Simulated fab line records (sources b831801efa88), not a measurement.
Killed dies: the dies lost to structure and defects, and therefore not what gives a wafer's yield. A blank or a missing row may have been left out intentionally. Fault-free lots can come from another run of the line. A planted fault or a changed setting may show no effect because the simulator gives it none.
Which of the tools did it? :: flow gf180mcu :: Sampling: 6 lots, 18 wafers, 3 of 602 route steps

## WHAT THE GAUGES READ, wafer by wafer
GF_CONTACT_CD_MEAS_14: the cd target is 220 nm.
lot: L324
measured: day 16 12:28
on: cd-sem-02
cd-nm (nm): 221.4 220.2 220.2

lot: L327
measured: day 17 10:02
on: cd-sem-01
cd-nm (nm): 219.7 220.6 218.8

lot: L329
measured: day 18 04:09
on: cd-sem-02
cd-nm (nm): 220.4 221.1 221.1

lot: L332
measured: day 19 09:22
on: cd-sem-01
cd-nm (nm): 219.8 218.1 217.5

lot: L334
measured: day 20 03:18
on: cd-sem-01
cd-nm (nm): 219.9 220.2 221.2

lot: L345
measured: day 23 20:20
on: cd-sem-01
cd-nm (nm): 176.9 176.1 177.2

## TOOL THAT RAN EACH LOT (tool first, then ch and the chambers of the sampled wafers, then the start)
lot: L324
GF_DNWELL_STRIP_08: plasma-asher-04 ch 0,1, day 3 02:07
GF_CONTACT_EXPOSE_11: krf-scanner-01 ch 0, day 16 01:04

lot: L327
GF_DNWELL_STRIP_08: plasma-asher-03 ch 0,1, day 3 17:11
GF_CONTACT_EXPOSE_11: krf-scanner-02 ch 0, day 16 22:50

lot: L329
GF_DNWELL_STRIP_08: plasma-asher-04 ch 0,1, day 4 03:35
GF_CONTACT_EXPOSE_11: krf-scanner-02 ch 0, day 17 17:12

lot: L332
GF_DNWELL_STRIP_08: plasma-asher-04 ch 0,1, day 4 20:08
GF_CONTACT_EXPOSE_11: krf-scanner-02 ch 0, day 18 22:01

lot: L334
GF_DNWELL_STRIP_08: plasma-asher-04 ch 0,1, day 5 04:25
GF_CONTACT_EXPOSE_11: krf-scanner-01 ch 0, day 19 15:29

lot: L345
GF_DNWELL_STRIP_08: plasma-asher-01 ch 0,1, day 7 17:11
GF_CONTACT_EXPOSE_11: krf-scanner-01 ch 0, day 23 09:16
- GF_DNWELL_STRIP_08: strips in O2/N2.
- GF_CONTACT_EXPOSE_11: exposes mask Contact, target cd 220 nm.

## THE ANSWER, worked out from the rows above alone
Rule: the lots themselves supply what counts as usual. Put in order of their means at a reading, lots are off if they are a third of the lots or fewer, leave a main group of 4 or more, and stand apart from it by a gap of 3 or more times the standard deviation of the main group's means; of several such gaps the widest counts. The tables above print the reading to a certain number of digits; a main group whose means all agree to those digits is not used. Also off: a lot with no number at a reading for which 4 or more lots have one. The other lots that the step has rows for count as sound.
Off at GF_CONTACT_CD_MEAS_14 (cd-nm): L345. Main group: mean 220.0 nm, sd 0.86.
If a tool, at a process step before that reading, ran all the lots that are off and no sound lot after the first of them, it fits. Those tools and the gauges at GF_CONTACT_CD_MEAS_14 are tried in the same way. Can't be told from this: 3 tools fit, plasma-asher-01 at GF_DNWELL_STRIP_08, krf-scanner-01 at GF_CONTACT_EXPOSE_11, cd-sem-01 at GF_CONTACT_CD_MEAS_14.

## WHAT WAS PUT IN BY THE SIMULATOR
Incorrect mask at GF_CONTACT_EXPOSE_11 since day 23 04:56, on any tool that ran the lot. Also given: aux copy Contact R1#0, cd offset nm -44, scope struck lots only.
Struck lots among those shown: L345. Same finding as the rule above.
